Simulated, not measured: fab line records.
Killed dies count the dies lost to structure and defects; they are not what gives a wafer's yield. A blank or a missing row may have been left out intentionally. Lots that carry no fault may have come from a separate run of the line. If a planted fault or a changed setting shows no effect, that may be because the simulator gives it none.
A lot that was struck, set against a sound lot / flow sky130 / 23 steps out of a route of 708
Sound: the wafers L614.3, L614.4, L614.5. Struck: wafers L619.1, L619.3, L619.4. The cause is given at the end.
At each step with rows: each side's tool, then ch and its chambers, then its first start. Under that, the readings that differ: sound wafers / struck wafers / difference of the means / sigmas: that difference in standard deviations of wafers without a fault.
alike: readings with means less than 2 such deviations apart, plus words and numbers identical on both sides. not compared: withheld readings, readings lacking a value on some wafer, bounds such as >300 that could conceal the same value, and numbers that have no deviation in the record and whose values overlap.
A row with sigmas, a row that says differs or no value, or rows on one side alone: a step with any of these is where the two part. Non-overlapping numbers with no deviation appear without sigmas and do not part them. A reading missing from all wafers of one side parts the sides only when that side holds two or more wafers.

first, 4 steps without rows for these wafers: SKY_PWDE_SOFTBAKE_03; SKY_PWDE_EXPOSE_04 (exposes mask PWDEM, target cd 840 nm); SKY_PWDE_PEB_05; SKY_PWDE_DEVELOP_06 (develop time 60 s).
SKY_PWDE_OVL_MEAS_07:
  sound on overlay-02, day 4 01:20; struck on overlay-02, day 5 08:02
  alike: PWDE_OVL
then, 1 step without rows for these wafers: SKY_PWDE_IMPLANT_08.
SKY_PWDE_STRIP_09: strips in O2/N2.
  sound on plasmaAsher-03 ch 0,1, day 4 01:32; struck on plasmaAsher-02 ch 0,1, day 5 08:13
reading=stripTimeToEndpointS (s); sound=36.84 36.94 36.83; struck=37.10 37.08 37.02; difference=+0.20; sigmas=+2
  alike: drypumpMotorCurrentA, n2FlowSccm, oesProductAu
  not compared: rfHoursCounterH
SKY_PWDE_TW_MEAS_10:
  sound on filmMetro-03, day 4 01:37; struck on filmMetro-01, day 5 08:19
  alike: PWDE_TW
then, 4 steps without rows for these wafers: SKY_NWELL_DEHYDRATE_03 (time 60 s); SKY_NWELL_HMDS_04 (prime time 60 s); SKY_NWELL_COAT_05 (resist thk 3000 nm); SKY_NWELL_SOFTBAKE_06.
SKY_NWELL_EXPOSE_07: exposes mask NWM, target cd 840 nm.
  sound on ilineStepper-02 ch 0, day 4 10:32; struck on ilineStepper-02 ch 0, day 5 17:53
reading=mask; sound=NWM#0 NWM#0 NWM#0; struck=PWDEM#0 PWDEM#0 PWDEM#0; difference=differs; sigmas=
reading=reticleTempC (C); sound=23.12 23.33 23.14; struck=22.79 22.94 22.89; difference=-0.32; sigmas=-3
  alike: focusOffsetNm
then, 2 steps without rows for these wafers: SKY_NWELL_PEB_08; SKY_NWELL_DEVELOP_09 (develop time 60 s).
SKY_NWELL_OVL_MEAS_10:
  sound on overlay-01, day 4 18:27; struck on overlay-01, day 6 02:26
reading=NWELL_00_OVL (nm); sound=-1.4 -1.1 0.2; struck=- - -; difference=no value on the struck wafers; sigmas=
then, 3 steps without rows for these wafers: SKY_NWELL_IMPLANT_11; SKY_NWELL_IMPLANT_12; SKY_NWELL_IMPLANT_13.
SKY_NWELL_STRIP_14: strips in O2/N2.
  sound on plasmaAsher-01 ch 0,1, day 4 18:58; struck on plasmaAsher-01 ch 0,1, day 6 02:55
  alike: drypumpMotorCurrentA, n2FlowSccm, oesProductAu, stripTimeToEndpointS
  not compared: rfHoursCounterH
SKY_NWELL_TW_MEAS_15:
  sound on filmMetro-01, day 4 19:02; struck on filmMetro-02, day 6 03:01
reading=NWELL_TW; sound=1815 1819 1816; struck=30 30 30; difference=-1787; sigmas=-99 or more
then, 1 step without rows for these wafers: SKY_NWELL_DEHYDRATE_16 (time 60 s).
-- the record jumps here: 42 days lie between the struck wafers' starts before and after (it left off in module NWELL and takes up again in module PAD_OPEN, whose first step shown is number 708 of the route) --
SKY_PAD_OPEN_PROBE_99:
  sound on prober-01, day 46 09:56; struck on prober-01, day 47 17:17
reading=killedAtFrontEnd; sound=12 12 13; struck=422 432 439; difference=+419; sigmas=+84
reading=killedDies; sound=80 79 103; struck=492 492 492; difference=+405; sigmas=+40
reading=killedOnRim; sound=18 18 25; struck=96 96 96; difference=+76; sigmas=+19
  alike: killed_at_M0_to_M3, killed_at_M4_up, killedAtContacts, killedAtOther, killedOpen, killedShort

WHERE THEY PART
First at SKY_PWDE_STRIP_09; last, within this record, at SKY_PAD_OPEN_PROBE_99.

WHY: what the simulator had put in
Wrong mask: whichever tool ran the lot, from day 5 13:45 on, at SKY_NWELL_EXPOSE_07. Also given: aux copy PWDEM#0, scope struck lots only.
